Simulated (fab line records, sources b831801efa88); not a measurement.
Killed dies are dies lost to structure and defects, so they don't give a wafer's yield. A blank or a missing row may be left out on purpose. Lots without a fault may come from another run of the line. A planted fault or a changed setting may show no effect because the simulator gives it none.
fab line records | flow sky130
record lots=24 wafers=72 last_day=50
route steps=708 shown SONOS_ONO@183 POLY_GATE@228 LI_CONTACT@377 CONTACT@429 METAL2@483 VIA2@531
lots that met no fault: from a run of the same line without faults
start_h: hours from the record's first day to the start of the lot's first wafer shown | wait_h: hours since the lot's step before | " the same as in the row above | L1.1+2: a row that stands for several wafers | - no value, or no start given | * or withheld: withheld | < > ~ a bound
route shown NAME@n: a module of which the file shows steps, and the number in the route of the first | usual: mean/standard deviation of fault-free wafers | same: alike in all rows | chamber/n: place in a boat | sites: the reading at each site | _std_site: their standard deviation | _edge_site: outer sites' mean less inner sites' | radius_mm: how far each site lies from the wafer's centre | mask NAME#n: copy n | behind: the tool/chamber that last shaped the wafer | hold: why the lot was held/for how many hours/how that ended | device: the transistor (n, p or np) that didn't switch | end of line: the same wafers' tests at the end of the route | a step without rows: its recipe alone | killed: dies lost to structure and defects at the first sort, not the wafer's yield | map: a wafer's dies, x killed, . not, _ none there
set.NAME: the setting as run; set.NAME@STEP: as run at that earlier step | model.NAME: the simulator's own value behind a step, which no gauge read
steps of the route over a sample of lots; a table a step, a row a wafer
services: from which hour (start_h, from the record's first day; less than 0 if before it) a tool's chamber was out of use, for how many hours, and why
## steps
# step SKY_SONOS_ONO_ETCH_15
# recipe target_depth_nm=19.52 chemistry=CHF3/O2 source_w=600 bias_w=200 pressure_mtorr=40 chf3_flow_sccm=50 O2_flow_sccm=5 time_s=7.8
# usual drypump_motor_current_A=5.6/0.45 oes_product_au=0.998/0.0077 rf_fwd_power_W=588/3.1 throttle_valve_pct=8.825/0.0094
# columns lot.wafer tool chamber start_h wait_h drypump_motor_current_A oes_product_au rf_fwd_power_W rf_hours_counter_h throttle_valve_pct
L074.1 rie_diel-01 2 298.58 0.0 5.6 1.003 586 1 8.817
L074.2 " 1 " " 6.5 0.998 593 105 8.837
L074.4 " 0 " " 5.4 1.001 592 - 8.838
L076.2 rie_diel-01 1 302.60 0.0 6.6 0.995 592 105 8.828
L076.3 " 0 " " 5.4 1.001 594 90 8.827
L076.5 " 0 " " 5.4 1.001 593 - 8.833
L075.3 rie_diel-03 3 303.28 0.0 5.7 1.008 588 5 8.824
L075.4 " 1 " " 5.7 1.005 588 6 8.832
L075.5 " 1 " " 5.7 1.000 588 - 8.817
L077.1 rie_diel-01 0 318.37 0.0 5.4 1.001 592 91 8.827
L077.4 " 2 " " 5.6 0.992 582 - 8.829
L077.5 " 0 " " 5.4 1.011 591 - 8.830
L078.2 rie_diel-03 1 320.63 0.0 5.7 0.996 590 6 8.820
L078.3 " 0 " " 5.9 0.989 584 8 8.826
L078.4 " 3 " " 5.7 1.000 589 6 8.815
L079.3 rie_diel-03 0 332.73 0.0 5.9 0.999 586 8 8.819
L079.4 " 1 " " 5.7 1.002 590 7 8.832
L079.5 " 0 " " 5.9 0.991 585 - 8.833
L080.1 rie_diel-04 3 334.72 0.0 5.0 1.005 584 10 8.823
L080.4 " 3 " " 5.0 1.017 583 - 8.837
L080.5 " 2 " " 5.4 0.998 585 - 8.831
L081.1 rie_diel-01 3 339.77 0.0 6.3 0.991 588 0 8.836
L081.2 " 1 " " 6.5 0.991 589 106 8.805
L081.3 " 0 " " 5.4 1.004 590 91 8.826
L082.2 rie_diel-04 3 351.30 0.0 5.0 1.015 586 11 8.846
L082.4 " 2 " " 5.4 1.001 584 6 8.831
L082.6 " 1 " " 5.0 1.017 588 - 8.835
L083.1 rie_diel-01 0 355.12 0.0 5.4 1.012 591 92 8.819
L083.3 " 2 " " 5.6 0.992 586 2 8.826
L083.5 " 1 " " 6.5 1.001 596 - 8.815
L084.1 rie_diel-01 0 367.38 0.0 5.4 1.000 591 92 8.816
L084.4 " 3 " " 6.3 0.991 588 1 8.828
L084.6 " 3 " " 6.3 0.994 588 - 8.841
L085.1 rie_diel-01 0 377.00 0.0 5.4 1.008 591 92 8.806
L085.3 " 2 " " 5.6 0.995 586 2 8.821
L085.5 " 0 " " 5.4 1.009 590 - 8.819
L086.3 rie_diel-04 2 380.87 0.0 5.4 0.996 584 7 8.823
L086.4 " 1 " " 5.0 0.997 588 4 8.824
L086.5 " 0 " " 5.4 0.992 592 - 8.817
L087.2 rie_diel-03 2 396.23 0.0 5.3 1.000 587 79 8.837
L087.3 " 0 " " 5.9 0.995 587 9 8.826
L087.5 " 1 " " 5.7 0.995 587 - 8.814
L088.1 rie_diel-04 0 400.92 0.0 5.5 0.992 590 33 8.845
L088.4 " 2 " " 5.4 0.998 588 7 8.828
L088.6 " 0 " " 5.5 0.996 591 - 8.813
L089.1 rie_diel-04 0 407.90 0.0 5.5 0.987 596 33 8.830
L089.3 " 3 " " 5.0 0.994 585 12 8.834
L089.6 " 3 " " 5.0 0.997 586 - 8.832
L090.2 rie_diel-04 1 409.75 0.0 5.0 1.011 586 5 8.829
L090.4 " 0 " " 5.5 0.992 591 33 8.829
L090.5 " 1 " " 5.0 0.999 586 - 8.827
L091.1 rie_diel-04 2 417.82 0.0 5.3 0.996 586 7 8.830
L091.2 " 0 " " 5.4 0.988 590 33 8.818
L091.4 " 1 " " 5.0 1.008 588 5 8.841
L092.1 rie_diel-03 2 426.83 0.0 5.3 0.993 586 80 8.814
L092.2 " 1 " " 5.7 0.990 585 8 8.827
L092.3 " 0 " " 5.9 0.992 584 10 8.823
L093.2 rie_diel-03 2 438.98 0.0 5.3 0.979 587 80 8.828
L093.3 " 3 " " 5.7 0.992 592 8 8.835
L093.4 " 1 " " 5.7 1.003 588 9 8.834
L094.2 rie_diel-03 1 442.43 0.0 5.7 0.994 588 9 8.815
L094.5 " 1 " " 5.7 0.996 587 - 8.822
L094.6 " 3 " " 5.6 0.997 591 - 8.830
L095.1 rie_diel-01 3 455.77 0.0 6.3 1.002 589 3 8.829
L095.3 " 0 " " 5.4 1.012 590 94 8.820
L095.4 " 1 " " 6.6 1.013 593 0 8.828
L096.4 rie_diel-04 2 468.87 0.0 5.3 0.983 586 8 8.814
L096.5 " 2 " " 5.3 1.004 586 - 8.812
L096.6 " 3 " " 5.0 0.988 583 - 8.823
L097.1 rie_diel-01 3 474.47 0.0 6.3 1.006 589 3 8.831
L097.3 " 0 " " 5.4 1.002 591 94 8.826
L097.4 " 1 " " 6.5 1.003 593 1 8.829
# step SKY_POLY_GATE_OVL_MEAS_14
# usual POLY_GATE_OVL=-4/6
# columns lot.wafer tool chamber start_h wait_h POLY_GATE_OVL[nm]
L074.1 overlay-01 - 391.22 0.1 -4
L074.2 " - " " -5
L074.4 " - " " -7
L075.3 overlay-01 - 396.53 0.1 -2
L075.4 " - " " 7
L075.5 " - " " 1
L076.2 overlay-01 - 396.88 0.1 -2
L076.3 " - " " 3
L076.5 " - " " -3
L077.1 overlay-02 - 410.42 0.1 -1
L077.4 " - " " -8
L077.5 " - " " -6
L078.2 overlay-01 - 418.05 0.1 -8
L078.3 " - " " -6
L078.4 " - " " -6
L079.3 overlay-01 - 426.68 0.1 -3
L079.4 " - " " -7
L079.5 " - " " -5
L080.1 overlay-02 - 430.55 0.1 -9
L080.4 " - " " -4
L080.5 " - " " -4
L081.1 overlay-01 - 437.32 0.1 -4
L081.2 " - " " -6
L081.3 " - " " -2
L082.2 overlay-02 - 450.70 0.1 -10
L082.4 " - " " -2
L082.6 " - " " -5
L083.1 overlay-02 - 455.67 0.1 -4
L083.3 " - " " -4
L083.5 " - " " 1
L084.1 overlay-01 - 464.67 0.1 10
L084.4 " - " " 7
L084.6 " - " " 2
L085.1 overlay-01 - 475.85 0.1 -4
L085.3 " - " " -8
L085.5 " - " " -4
L086.3 overlay-02 - 482.01 0.1 1
L086.4 " - " " -3
L086.5 " - " " -3
L087.2 overlay-01 - 496.15 0.1 2
L087.3 " - " " 5
L087.5 " - " " 9
L088.1 overlay-02 - 500.10 0.1 -17
L088.4 " - " " -22
L088.6 " - " " -21
L089.1 overlay-02 - 508.10 0.1 -5
L089.3 " - " " -9
L089.6 " - " " -11
L090.2 overlay-02 - 510.95 0.1 -8
L090.4 " - " " -6
L090.5 " - " " -6
L091.1 overlay-02 - 519.12 0.1 0
L091.2 " - " " -7
L091.4 " - " " -2
L092.1 overlay-01 - 526.05 0.1 3
L092.2 " - " " 1
L092.3 " - " " 0
L093.2 overlay-02 - 537.08 0.1 -6
L093.3 " - " " -12
L093.4 " - " " -8
L094.2 overlay-02 - 541.25 0.1 -4
L094.5 " - " " -9
L094.6 " - " " -10
L095.1 overlay-01 - 552.55 0.1 0
L095.3 " - " " 4
L095.4 " - " " 1
L096.4 overlay-02 - 567.32 0.1 -10
L096.5 " - " " 2
L096.6 " - " " -5
L097.1 overlay-01 - 573.22 0.1 9
L097.3 " - " " -5
L097.4 " - " " 2
# step SKY_LI_CONTACT_ETCH_15
# recipe target=PSG chemistry=C4F8/O2/Ar stop_on=Si taper_deg=4.15 mask_material=KrF-thick source_w=1500 bias_w=1200 pressure_mtorr=40 c4f8_flow_sccm=withheld O2_flow_sccm=6 Ar_flow_sccm=300 time_s=withheld target_depth_a=6000
# usual oes_product_au=0.838/0.0043 rf_fwd_power_W=1492/5
# columns lot.wafer tool chamber start_h wait_h oes_product_au rf_fwd_power_W
L074.1 rie_diel-03 1 696.30 0.0 0.845 1496
L074.2 " 2 " " 0.842 1489
L074.4 " 0 " " 0.845 1493
L076.2 rie_diel-04 0 704.11 0.0 0.832 1495
L076.3 " 3 " " 0.837 1491
L076.5 " 1 " " 0.845 1489
L075.3 rie_diel-01 2 704.90 0.0 0.844 1490
L075.4 " 3 " " 0.835 1492
L075.5 " 3 " " 0.839 1493
L077.1 rie_diel-03 0 716.81 0.0 0.844 1489
L077.4 " 2 " " 0.836 1487
L077.5 " 0 " " 0.841 1489
L078.2 rie_diel-01 3 723.09 0.0 0.831 1490
L078.3 " 1 " " 0.835 1497
L078.4 " 1 " " 0.842 1505
L079.3 rie_diel-01 1 727.26 0.0 0.836 1491
L079.4 " 1 " " 0.833 1480
L079.5 " 0 " " 0.840 1495
L080.1 rie_diel-03 2 734.24 0.0 0.837 1484
L080.4 " 1 " " 0.840 1498
L080.5 " 0 " " 0.834 1495
L081.1 rie_diel-01 1 738.71 0.0 0.833 1501
L081.2 " 0 " " 0.834 1490
L081.3 " 3 " " 0.833 1487
L082.2 rie_diel-03 2 752.71 0.0 0.840 1492
L082.4 " 0 " " 0.846 1484
L082.6 " 2 " " 0.834 1492
L083.1 rie_diel-01 0 756.21 0.0 0.833 1490
L083.3 " 2 " " 0.840 1493
L083.5 " 2 " " 0.839 1485
L084.1 rie_diel-04 0 765.00 0.0 0.840 1494
L084.4 " 1 " " 0.831 1493
L084.6 " 2 " " 0.828 1496
L085.1 rie_diel-04 1 773.15 0.0 0.839 1491
L085.3 " 3 " " 0.837 1482
L085.5 " 2 " " 0.843 1486
L086.3 rie_diel-03 0 779.24 0.0 0.841 1496
L086.4 " 1 " " 0.836 1492
L086.5 " 3 " " 0.834 1495
L087.2 rie_diel-04 3 792.90 0.0 0.833 1493
L087.3 " 0 " " 0.838 1496
L087.5 " 1 " " 0.838 1498
L088.1 rie_diel-03 1 793.67 0.0 0.838 1495
L088.4 " 2 " " 0.838 1502
L088.6 " 1 " " 0.843 1489
L089.1 rie_diel-03 2 801.59 0.0 0.833 1487
L089.3 " 0 " " 0.835 1493
L089.6 " 3 " " 0.833 1490
L090.2 rie_diel-01 2 804.10 0.0 0.835 1489
L090.4 " 0 " " 0.841 1498
L090.5 " 0 " " 0.831 1499
L091.1 rie_diel-03 0 809.01 0.0 0.841 1488
L091.2 " 3 " " 0.839 1499
L091.4 " 3 " " 0.835 1494
L092.1 rie_diel-01 0 815.41 0.0 0.839 1494
L092.2 " 3 " " 0.842 1491
L092.3 " 1 " " 0.842 1494
L093.2 rie_diel-03 3 827.86 0.0 0.842 1490
L093.3 " 0 " " 0.841 1491
L093.4 " 2 " " 0.838 1492
L094.2 rie_diel-01 2 832.39 0.0 0.839 1487
L094.5 " 1 " " 0.838 1504
L094.6 " 2 " " 0.842 1490
L095.1 rie_diel-04 0 841.34 0.0 0.835 1487
L095.3 " 3 " " 0.837 1488
L095.4 " 2 " " 0.836 1486
L096.4 rie_diel-04 0 851.10 0.0 0.833 1503
L096.5 " 1 " " 0.842 1491
L096.6 " 2 " " 0.834 1488
L097.1 rie_diel-04 3 858.35 0.0 0.844 1485
L097.3 " 1 " " 0.842 1495
L097.4 " 0 " " 0.835 1489
# step SKY_CONTACT_SPUTTER_23
# recipe material=TiN target_thk_nm=20 chamber_pressure_pa=5 power_w=4000 time_s=80
# usual throttle_valve_pct=30.2/1.3
# columns lot.wafer tool chamber start_h wait_h throttle_valve_pct
L074.1 pvd_sputter-04 - 755.62 0.0 31.7
L074.2 " - " " 29.9
L074.4 " - " " 29.7
L076.2 pvd_sputter-04 - 763.57 0.0 28.3
L076.3 " - " " 29.7
L076.5 " - " " 29.9
L075.3 pvd_sputter-01 - 764.36 0.0 31.4
L075.4 " - " " 29.8
L075.5 " - " " 27.6
L077.1 pvd_sputter-02 - 776.13 0.0 30.6
L077.4 " - " " 28.9
L077.5 " - " " 30.2
L078.2 pvd_sputter-02 - 781.01 0.0 29.0
L078.3 " - " " 30.4
L078.4 " - " " 32.0
L079.3 pvd_sputter-04 - 786.40 0.0 31.7
L079.4 " - " " 28.5
L079.5 " - " " 32.1
L080.1 pvd_sputter-01 - 791.74 0.0 31.3
L080.4 " - " " 30.8
L080.5 " - " " 30.2
L081.1 pvd_sputter-02 - 798.38 0.0 31.9
L081.2 " - " " 31.2
L081.3 " - " " 29.2
L082.2 pvd_sputter-04 - 809.93 0.0 28.2
L082.4 " - " " 29.8
L082.6 " - " " 29.7
L083.1 pvd_sputter-02 - 813.59 0.0 32.0
L083.3 " - " " 31.5
L083.5 " - " " 31.4
L084.1 pvd_sputter-01 - 821.86 0.0 31.3
L084.4 " - " " 27.8
L084.6 " - " " 31.5
L085.1 pvd_sputter-04 - 830.17 0.0 28.6
L085.3 " - " " 29.7
L085.5 " - " " 29.8
L086.3 pvd_sputter-02 - 835.36 0.0 31.2
L086.4 " - " " 28.9
L086.5 " - " " 28.9
L087.2 pvd_sputter-04 - 848.93 0.0 29.5
L087.3 " - " " 28.5
L087.5 " - " " 31.8
L088.1 pvd_sputter-01 - 849.98 0.0 27.6
L088.4 " - " " 27.7
L088.6 " - " " 31.2
L089.1 pvd_sputter-02 - 858.59 0.0 30.5
L089.3 " - " " 32.3
L089.6 " - " " 30.9
L090.2 pvd_sputter-02 - 859.87 0.0 29.2
L090.4 " - " " 31.4
L090.5 " - " " 31.4
L091.1 pvd_sputter-02 - 864.71 0.0 30.2
L091.2 " - " " 29.2
L091.4 " - " " 31.9
L092.1 pvd_sputter-01 - 871.51 0.0 31.3
L092.2 " - " " 27.5
L092.3 " - " " 31.1
L093.2 pvd_sputter-04 - 883.95 0.0 28.4
L093.3 " - " " 30.0
L093.4 " - " " 31.8
L094.2 pvd_sputter-01 - 887.96 0.0 30.2
L094.5 " - " " 31.4
L094.6 " - " " 30.8
L095.1 pvd_sputter-04 - 896.76 0.0 32.2
L095.3 " - " " 29.6
L095.4 " - " " 28.2
L096.4 pvd_sputter-02 - 905.24 0.0 29.5
L096.5 " - " " 30.5
L096.6 " - " " 29.6
L097.1 pvd_sputter-04 - 912.86 0.0 29.8
L097.3 " - " " 31.8
L097.4 " - " " 28.5
# step SKY_METAL2_SPUTTER_00
# recipe material=Ti target_thk_nm=15 power_w=3000 time_s=10 chamber_pressure_pa=0.4
# usual throttle_valve_pct=30.2/1.5
# columns lot.wafer tool chamber start_h wait_h throttle_valve_pct
L074.1 pvd_sputter-04 - 812.54 0.2 29.6
L074.2 " - " " 28.3
L074.4 " - " " 31.9
L076.2 pvd_sputter-04 - 819.93 0.2 29.7
L076.3 " - " " 31.9
L076.5 " - " " 31.9
L075.3 pvd_sputter-03 - 821.95 0.1 29.6
L075.4 " - " " 33.1
L075.5 " - " " 33.4
L077.1 pvd_sputter-03 - 833.98 0.1 33.1
L077.4 " - " " 29.3
L077.5 " - " " 29.1
L078.2 pvd_sputter-03 - 837.22 0.1 29.1
L078.3 " - " " 32.9
L078.4 " - " " 29.7
L079.3 pvd_sputter-04 - 842.96 0.1 29.6
L079.4 " - " " 28.4
L079.5 " - " " 29.5
L080.1 pvd_sputter-03 - 849.04 0.1 29.7
L080.4 " - " " 31.6
L080.5 " - " " 33.2
L081.1 pvd_sputter-01 - 855.50 0.2 31.0
L081.2 " - " " 27.7
L081.3 " - " " 31.3
L082.2 pvd_sputter-04 - 866.77 0.2 28.1
L082.4 " - " " 29.6
L082.6 " - " " 29.4
L083.1 pvd_sputter-04 - 869.28 0.1 29.8
L083.3 " - " " 29.3
L083.5 " - " " 29.8
L084.1 pvd_sputter-04 - 877.78 0.1 31.9
L084.4 " - " " 28.5
L084.6 " - " " 29.8
L085.1 pvd_sputter-04 - 885.16 0.2 32.0
L085.3 " - " " 29.7
L085.5 " - " " 28.4
L086.3 pvd_sputter-01 - 890.62 0.2 30.7
L086.4 " - " " 30.3
L086.5 " - " " 31.2
L087.2 pvd_sputter-03 - 902.37 0.2 29.2
L087.3 " - " " 29.7
L087.5 " - " " 33.0
L088.1 pvd_sputter-04 - 904.44 0.1 29.7
L088.4 " - " " 29.6
L088.6 " - " " 31.9
L089.1 pvd_sputter-03 - 913.09 0.1 29.6
L089.3 " - " " 29.0
L089.6 " - " " 29.8
L090.2 pvd_sputter-01 - 914.35 0.2 27.6
L090.4 " - " " 31.0
L090.5 " - " " 30.0
L091.1 pvd_sputter-03 - 919.49 0.2 29.6
L091.2 " - " " 31.4
L091.4 " - " " 33.5
L092.1 pvd_sputter-04 - 924.86 0.1 31.7
L092.2 " - " " 29.8
L092.3 " - " " 29.7
L093.2 pvd_sputter-04 - 935.87 0.1 29.4
L093.3 " - " " 28.2
L093.4 " - " " 29.8
L094.2 pvd_sputter-04 - 942.19 0.2 30.0
L094.5 " - " " 29.8
L094.6 " - " " 31.7
L095.1 pvd_sputter-04 - 950.11 0.2 29.4
L095.3 " - " " 28.5
L095.4 " - " " 29.8
L096.4 pvd_sputter-04 - 957.84 0.1 30.0
L096.5 " - " " 32.0
L096.6 " - " " 29.6
L097.1 pvd_sputter-01 - 965.67 0.2 30.9
L097.3 " - " " 31.2
L097.4 " - " " 30.3
# step SKY_VIA2_CMP_24
# recipe stop_on=SiO2 t_overpolish_s=20 down_force_psi=3.5 platen_rpm=60 target_thk_nm=0 pad_velocity_m_s=0.94248
# usual motor_current_A=10.9/1 overpolish_run_s=20.002/0.0093 time_to_endpoint_s=102/3.6
# columns lot.wafer tool chamber start_h wait_h motor_current_A overpolish_run_s time_to_endpoint_s
L074.1 cmp-01 3 868.07 0.1 11.4 20.016 103
L074.2 " 1 " " 10.6 19.991 102
L074.4 " 2 " " 12.1 20.000 100
L076.2 cmp-01 0 875.76 0.0 12.0 19.984 98
L076.3 " 1 " " 10.6 19.990 100
L076.5 " 1 " " 10.9 19.997 102
L075.3 cmp-01 1 876.73 0.1 11.0 19.994 97
L075.4 " 3 " " 10.7 20.027 95
L075.5 " 1 " " 10.7 20.008 97
L077.4 cmp-01 2 888.45 0.1 11.8 19.999 100
L077.1 " 0 " " 12.2 19.992 103
L077.5 " 1 " " 10.6 19.992 105
L078.3 cmp-02 2 891.23 0.0 9.3 20.005 101
L078.2 " 3 " " 10.2 20.001 101
L078.4 " 0 " " 11.0 20.015 104
L079.3 cmp-01 3 897.36 0.1 11.0 20.002 98
L079.4 " 1 " " 10.7 19.994 99
L079.5 " 2 " " 12.3 20.007 94
L080.1 cmp-02 3 902.10 0.1 9.9 20.015 102
L080.4 " 1 " " 10.5 19.998 102
L080.5 " 3 " " 10.2 20.005 101
L081.3 cmp-01 0 909.75 0.0 12.5 19.986 97
L081.2 " 2 " " 12.4 19.993 98
L081.1 " 3 " " 10.4 20.009 95
L082.2 cmp-02 1 920.55 0.0 10.2 20.009 106
L082.4 " 2 " " 9.4 20.007 103
L082.6 " 1 " " 10.5 19.989 105
L083.3 cmp-01 2 922.40 0.0 12.7 20.013 101
L083.1 " 1 " " 10.8 20.011 106
L083.5 " 2 " " 12.1 20.007 101
L084.1 cmp-02 2 930.71 0.1 9.2 20.006 100
L084.4 " 3 " " 9.9 19.994 103
L084.6 " 3 " " 10.4 20.001 99
L085.1 cmp-02 2 937.42 0.1 9.6 19.985 104
L085.3 " 3 " " 10.3 19.999 108
L085.5 " 1 " " 10.6 20.015 104
L086.4 cmp-02 2 944.29 0.1 9.3 20.008 103
L086.3 " 3 " " 10.0 19.985 105
L086.5 " 1 " " 10.5 20.004 102
L087.2 cmp-01 1 954.08 0.1 10.3 20.001 104
L087.3 " 3 " " 11.4 20.008 99
L087.5 " 0 " " 13.1 20.005 98
L088.4 cmp-02 0 957.05 0.1 10.0 20.010 107
L088.1 " 1 " " 10.5 19.981 103
L088.6 " 3 " " 10.1 20.013 109
L089.3 cmp-01 1 963.99 0.0 11.1 20.010 99
L089.1 " 0 " " 12.6 19.995 94
L089.6 " 1 " " 10.7 20.005 101
L090.4 cmp-02 1 966.36 0.0 10.5 20.007 104
L090.2 " 0 " " 10.6 20.003 105
L090.5 " 2 " " 9.9 20.007 107
L091.4 cmp-01 2 970.52 0.1 12.0 20.001 100
L091.1 " 3 " " 10.7 19.995 100
L091.2 " 0 " " 12.2 19.989 98
L092.3 cmp-01 1 976.59 0.1 10.5 19.995 105
L092.1 " 2 " " 12.1 19.997 100
L092.2 " 3 " " 10.9 20.017 99
L093.4 cmp-02 0 986.57 0.0 10.4 20.028 105
L093.3 " 1 " " 10.4 19.988 107
L093.2 " 2 " " 9.3 19.996 103
L094.2 cmp-02 2 992.15 0.2 9.2 20.006 104
L094.6 " 0 " " 10.5 20.007 102
L094.5 " 1 " " 10.9 19.998 104
L095.1 cmp-01 1 1000.05 0.1 11.1 19.996 103
L095.3 " 2 " " 12.6 19.987 99
L095.4 " 3 " " 10.7 19.989 99
L096.4 cmp-01 3 1007.63 0.2 11.1 20.011 100
L096.5 " 0 " " 12.2 19.996 99
L096.6 " 1 " " 10.9 20.002 98
L097.4 cmp-02 1 1014.96 0.1 10.3 19.989 101
L097.3 " 2 " " 9.6 20.020 101
L097.1 " 3 " " 10.0 20.000 103
## services
# columns tool chamber start_h hours kind
rie_diel-01 2 303.95 5.3 repair
pvd_sputter-04 - 320.25 1.9 repair
pvd_sputter-04 - 322.16 2.3 repair
pvd_sputter-04 - 429.48 0.9 repair
rie_diel-03 0 441.30 7.8 repair
rie_diel-01 1 447.51 2.0 repair
rie_diel-01 - 448.89 0.1 repair
rie_diel-03 3 510.96 22.0 repair
rie_diel-01 2 515.57 1.4 repair
rie_diel-03 2 519.05 3.9 repair
pvd_sputter-04 - 572.61 2.1 repair
rie_diel-03 - 579.53 2.8 pm
rie_diel-03 3 604.42 9.9 repair
rie_diel-03 - 629.50 0.9 repair
rie_diel-03 3 630.72 2.5 repair
rie_diel-01 - 643.56 1.5 repair
pvd_sputter-04 - 652.98 1.9 repair
pvd_sputter-04 - 658.88 21.5 repair
rie_diel-01 2 666.78 6.8 repair
rie_diel-03 3 686.90 14.3 repair
rie_diel-01 2 715.25 30.0 repair
rie_diel-01 1 751.32 9.9 repair
rie_diel-01 - 773.80 15.6 pm
rie_diel-01 - 955.43 2.8 pm
## key
fault none
